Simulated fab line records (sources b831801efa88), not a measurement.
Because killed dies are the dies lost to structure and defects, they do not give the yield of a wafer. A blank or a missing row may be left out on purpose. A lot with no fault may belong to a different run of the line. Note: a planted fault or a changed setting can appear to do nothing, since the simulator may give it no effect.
Which of the tools did it? || flow gf180mcu || 36 wafers from 12 lots sampled at 5 of the route's 602 steps

WHAT THE GAUGES READ, wafer by wafer
GF_SALICIDE_RS_MEAS_04: a four-point-probe measurement.
{"lot": "L124", "measured": "day 15 14:27", "on": "film-metro-02", "SALICIDE_TIN_RS (ohm/sq)": "16.5 16.6 16.6"}
{"lot": "L125", "measured": "day 15 23:33", "on": "film-metro-01", "SALICIDE_TIN_RS (ohm/sq)": "16.4 17.1 16.1"}
{"lot": "L126", "measured": "day 16 04:07", "on": "film-metro-01", "SALICIDE_TIN_RS (ohm/sq)": "16.6 16.5 16.2"}
{"lot": "L127", "measured": "day 16 15:41", "on": "film-metro-04", "SALICIDE_TIN_RS (ohm/sq)": "16.6 16.1 16.0"}
{"lot": "L129", "measured": "day 17 16:23", "on": "film-metro-01", "SALICIDE_TIN_RS (ohm/sq)": "16.3 16.8 16.5"}
{"lot": "L130", "measured": "day 17 19:56", "on": "film-metro-01", "SALICIDE_TIN_RS (ohm/sq)": "15.8 16.7 15.7"}
{"lot": "L132", "measured": "day 18 13:23", "on": "film-metro-01", "SALICIDE_TIN_RS (ohm/sq)": "16.6 16.8 16.6"}
{"lot": "L138", "measured": "day 20 14:22", "on": "film-metro-04", "SALICIDE_TIN_RS (ohm/sq)": "16.1 16.6 16.8"}
{"lot": "L139", "measured": "day 20 23:13", "on": "film-metro-02", "SALICIDE_TIN_RS (ohm/sq)": "16.2 16.5 16.4"}
{"lot": "L140", "measured": "day 21 04:53", "on": "film-metro-02", "SALICIDE_TIN_RS (ohm/sq)": "16.6 16.2 15.9"}
{"lot": "L144", "measured": "day 22 13:06", "on": "film-metro-01", "SALICIDE_TIN_RS (ohm/sq)": "16.7 16.5 16.8"}
{"lot": "L146", "measured": "day 23 07:26", "on": "film-metro-04", "SALICIDE_TIN_RS (ohm/sq)": "16.1 16.4 16.0"}

GF_CONTACT_THK_MEAS_01.
{"lot": "L124", "measured": "day 15 14:58", "on": "film-metro-03", "CONTACT_CVD_00_THK (nm)": "295 298 296"}
{"lot": "L125", "measured": "day 16 00:05", "on": "film-metro-04", "CONTACT_CVD_00_THK (nm)": "299 296 299"}
{"lot": "L126", "measured": "day 16 04:38", "on": "film-metro-04", "CONTACT_CVD_00_THK (nm)": "301 300 303"}
{"lot": "L127", "measured": "day 16 16:11", "on": "film-metro-04", "CONTACT_CVD_00_THK (nm)": "297 293 299"}
{"lot": "L129", "measured": "day 17 16:53", "on": "film-metro-04", "CONTACT_CVD_00_THK (nm)": "291 296 295"}
{"lot": "L130", "measured": "day 17 20:26", "on": "film-metro-03", "CONTACT_CVD_00_THK (nm)": "299 303 300"}
{"lot": "L132", "measured": "day 18 13:53", "on": "film-metro-03", "CONTACT_CVD_00_THK (nm)": "305 305 307"}
{"lot": "L138", "measured": "day 20 14:52", "on": "film-metro-04", "CONTACT_CVD_00_THK (nm)": "298 298 303"}
{"lot": "L139", "measured": "day 20 23:44", "on": "film-metro-01", "CONTACT_CVD_00_THK (nm)": "303 148 150 303 148 150"}
{"lot": "L140", "measured": "day 21 05:23", "on": "film-metro-03", "CONTACT_CVD_00_THK (nm)": "309 301 155 309 302 155"}
{"lot": "L144", "measured": "day 22 13:37", "on": "film-metro-01", "CONTACT_CVD_00_THK (nm)": "295 302 299"}
{"lot": "L146", "measured": "day 23 07:56", "on": "film-metro-01", "CONTACT_CVD_00_THK (nm)": "292 297 299"}

TOOL THAT RAN EACH LOT (tool first, then ch and the chambers of the sampled wafers, then the start)
{"lot": "L124", "GF_SALICIDE_SPUTTER_03": "pvd-sputter-04, day 15 14:24", "GF_SALICIDE_RTA_08": "rtp-anneal-02 ch 0, day 15 14:49", "GF_CONTACT_CVD_00": "hdpcvd-01 ch 0,1, day 15 14:54"}
{"lot": "L125", "GF_SALICIDE_SPUTTER_03": "pvd-sputter-03, day 15 23:31", "GF_SALICIDE_RTA_08": "rtp-anneal-01 ch 0, day 15 23:56", "GF_CONTACT_CVD_00": "hdpcvd-01 ch 1, day 16 00:01"}
{"lot": "L126", "GF_SALICIDE_SPUTTER_03": "pvd-sputter-01, day 16 04:05", "GF_SALICIDE_RTA_08": "rtp-anneal-02 ch 0, day 16 04:29", "GF_CONTACT_CVD_00": "hdpcvd-02 ch 1,2, day 16 04:35"}
{"lot": "L127", "GF_SALICIDE_SPUTTER_03": "pvd-sputter-01, day 16 15:36", "GF_SALICIDE_RTA_08": "rtp-anneal-01 ch 0, day 16 16:03", "GF_CONTACT_CVD_00": "hdpcvd-02 ch 0,1,2, day 16 16:07"}
{"lot": "L129", "GF_SALICIDE_SPUTTER_03": "pvd-sputter-01, day 17 16:19", "GF_SALICIDE_RTA_08": "rtp-anneal-01 ch 0, day 17 16:45", "GF_CONTACT_CVD_00": "hdpcvd-02 ch 0,1, day 17 16:49"}
{"lot": "L130", "GF_SALICIDE_SPUTTER_03": "pvd-sputter-03, day 17 19:52", "GF_SALICIDE_RTA_08": "rtp-anneal-02 ch 0, day 17 20:17", "GF_CONTACT_CVD_00": "hdpcvd-01 ch 0,1,2, day 17 20:22"}
{"lot": "L132", "GF_SALICIDE_SPUTTER_03": "pvd-sputter-01, day 18 13:19", "GF_SALICIDE_RTA_08": "rtp-anneal-01 ch 0, day 18 13:45", "GF_CONTACT_CVD_00": "hdpcvd-01 ch 0,2, day 18 13:49"}
{"lot": "L138", "GF_SALICIDE_SPUTTER_03": "pvd-sputter-01, day 20 14:18", "GF_SALICIDE_RTA_08": "rtp-anneal-02 ch 0, day 20 14:44", "GF_CONTACT_CVD_00": "hdpcvd-01 ch 1,2, day 20 14:49"}
{"lot": "L139", "GF_SALICIDE_SPUTTER_03": "pvd-sputter-04, day 20 23:11", "GF_SALICIDE_RTA_08": "rtp-anneal-02 ch 0, day 20 23:35", "GF_CONTACT_CVD_00": "hdpcvd-01 ch 0,1, day 20 23:41"}
{"lot": "L140", "GF_SALICIDE_SPUTTER_03": "pvd-sputter-01, day 21 04:50", "GF_SALICIDE_RTA_08": "rtp-anneal-01 ch 0, day 21 05:15", "GF_CONTACT_CVD_00": "hdpcvd-01 ch 0,1,2, day 21 05:20"}
{"lot": "L144", "GF_SALICIDE_SPUTTER_03": "pvd-sputter-04, day 22 13:04", "GF_SALICIDE_RTA_08": "rtp-anneal-01 ch 0, day 22 13:28", "GF_CONTACT_CVD_00": "hdpcvd-02 ch 0,1,2, day 22 13:34"}
{"lot": "L146", "GF_SALICIDE_SPUTTER_03": "pvd-sputter-04, day 23 07:22", "GF_SALICIDE_RTA_08": "rtp-anneal-01 ch 0, day 23 07:49", "GF_CONTACT_CVD_00": "hdpcvd-02 ch 0,1,2, day 23 07:52"}
- GF_SALICIDE_SPUTTER_03: material TiN, target thk 20 nm, time 16.7 s.
- GF_SALICIDE_RTA_08: time 30 s.
- GF_CONTACT_CVD_00: deposits SiO2, target thk 300 nm, time 50 s.

AS READ BY THE TOOLS THEMSELVES (means over the sampled wafers that have a number; for cases with no such wafer, the mark the record gives instead)
GF_SALICIDE_SPUTTER_03.
{"lot": "L124", "tool": "pvd-sputter-04", "throttle-valve-pct (%)": 29.5}
{"lot": "L125", "tool": "pvd-sputter-03", "throttle-valve-pct (%)": 29.5}
{"lot": "L126", "tool": "pvd-sputter-01", "throttle-valve-pct (%)": 30.1}
{"lot": "L127", "tool": "pvd-sputter-01", "throttle-valve-pct (%)": 31.0}
{"lot": "L129", "tool": "pvd-sputter-01", "throttle-valve-pct (%)": 31.4}
{"lot": "L130", "tool": "pvd-sputter-03", "throttle-valve-pct (%)": 29.7}
{"lot": "L132", "tool": "pvd-sputter-01", "throttle-valve-pct (%)": 30.9}
{"lot": "L138", "tool": "pvd-sputter-01", "throttle-valve-pct (%)": 30.8}
{"lot": "L139", "tool": "pvd-sputter-04", "throttle-valve-pct (%)": 30.0}
{"lot": "L140", "tool": "pvd-sputter-01", "throttle-valve-pct (%)": 30.2}
{"lot": "L144", "tool": "pvd-sputter-04", "throttle-valve-pct (%)": 29.7}
{"lot": "L146", "tool": "pvd-sputter-04", "throttle-valve-pct (%)": 29.9}

GF_SALICIDE_RTA_08.
{"lot": "L124", "tool": "rtp-anneal-02", "lamp-power-pct (%)": 14.0, "wafer_temp_C_max": 807.1}
{"lot": "L125", "tool": "rtp-anneal-01", "lamp-power-pct (%)": 16.1, "wafer_temp_C_max": 804.2}
{"lot": "L126", "tool": "rtp-anneal-02", "lamp-power-pct (%)": 14.0, "wafer_temp_C_max": 805.4}
{"lot": "L127", "tool": "rtp-anneal-01", "lamp-power-pct (%)": 16.1, "wafer_temp_C_max": 803.7}
{"lot": "L129", "tool": "rtp-anneal-01", "lamp-power-pct (%)": 16.1, "wafer_temp_C_max": 803.3}
{"lot": "L130", "tool": "rtp-anneal-02", "lamp-power-pct (%)": 14.0, "wafer_temp_C_max": 806.3}
{"lot": "L132", "tool": "rtp-anneal-01", "lamp-power-pct (%)": 16.1, "wafer_temp_C_max": 804.4}
{"lot": "L138", "tool": "rtp-anneal-02", "lamp-power-pct (%)": 14.0, "wafer_temp_C_max": 806.9}
{"lot": "L139", "tool": "rtp-anneal-02", "lamp-power-pct (%)": 14.0, "wafer_temp_C_max": 805.8}
{"lot": "L140", "tool": "rtp-anneal-01", "lamp-power-pct (%)": 16.1, "wafer_temp_C_max": 804.1}
{"lot": "L144", "tool": "rtp-anneal-01", "lamp-power-pct (%)": 16.1, "wafer_temp_C_max": 805.4}
{"lot": "L146", "tool": "rtp-anneal-01", "lamp-power-pct (%)": 16.1, "wafer_temp_C_max": 803.5}

GF_CONTACT_CVD_00.
{"lot": "L124", "tool": "hdpcvd-01", "sih4-flow-sccm (sccm)": 59.72}
{"lot": "L125", "tool": "hdpcvd-01", "sih4-flow-sccm (sccm)": 60.01}
{"lot": "L126", "tool": "hdpcvd-02", "sih4-flow-sccm (sccm)": 59.96}
{"lot": "L127", "tool": "hdpcvd-02", "sih4-flow-sccm (sccm)": 59.91}
{"lot": "L129", "tool": "hdpcvd-02", "sih4-flow-sccm (sccm)": 59.91}
{"lot": "L130", "tool": "hdpcvd-01", "sih4-flow-sccm (sccm)": 59.87}
{"lot": "L132", "tool": "hdpcvd-01", "sih4-flow-sccm (sccm)": 59.89}
{"lot": "L138", "tool": "hdpcvd-01", "sih4-flow-sccm (sccm)": 60.00}
{"lot": "L139", "tool": "hdpcvd-01", "sih4-flow-sccm (sccm)": 39.88}
{"lot": "L140", "tool": "hdpcvd-01", "sih4-flow-sccm (sccm)": 50.09}
{"lot": "L144", "tool": "hdpcvd-02", "sih4-flow-sccm (sccm)": 60.05}
{"lot": "L146", "tool": "hdpcvd-02", "sih4-flow-sccm (sccm)": 59.94}

THE ANSWER, worked out from the rows above alone
Rule: what is usual is taken from the lots themselves. The widest of any qualifying gaps counts: lots, ordered by their means at a reading, are off when they make up no more than a third of the lots, leave a main group of 4 or more, and stand apart from it by 3 or more times the standard deviation of that group's means. Not used: any main group whose means are identical at the precision the tables above print for the reading. A lot without any number at a reading at which 4 lots or more have one is off too. Any other lot the step has rows for is counted as sound. First the gauges in route order, then the tools' own readings, where a lot's mean is used as printed above. At the first step where some lot is off, the reading lying furthest off is the one used; lots without a number count as furthest.
Off: L139, L140, at GF_CONTACT_THK_MEAS_01 (CONTACT_CVD_00_THK). The main group has a mean of 299 nm with a standard deviation of 3.2.
If a tool, at a process step before that reading, ran all the lots that are off and no sound lot after the first of them, it fits. Not tried: the gauges at GF_CONTACT_THK_MEAS_01; whatever is off there is also off at GF_CONTACT_CVD_00, on other tools, and gauge error can't account for it. One fits: GF_CONTACT_CVD_00 on hdpcvd-01. Its last sound lot is L138 (day 20 14:49), its first lot that is off L139 (day 20 23:41): a fault that began between those two fits.
On the lots that are off, the tool's own readings at GF_CONTACT_CVD_00 differ by more than 5 times the standard deviation of the sound lots' means, which bears it out; sih4-flow-sccm reads 44.98 sccm there versus 59.93 sccm on the sound lots.

WHAT THE SIMULATOR HAD PUT IN
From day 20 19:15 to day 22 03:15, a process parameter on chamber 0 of hdpcvd-01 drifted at GF_CONTACT_CVD_00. A move of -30 in setting sih4-flow-sccm, from 60. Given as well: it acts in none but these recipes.
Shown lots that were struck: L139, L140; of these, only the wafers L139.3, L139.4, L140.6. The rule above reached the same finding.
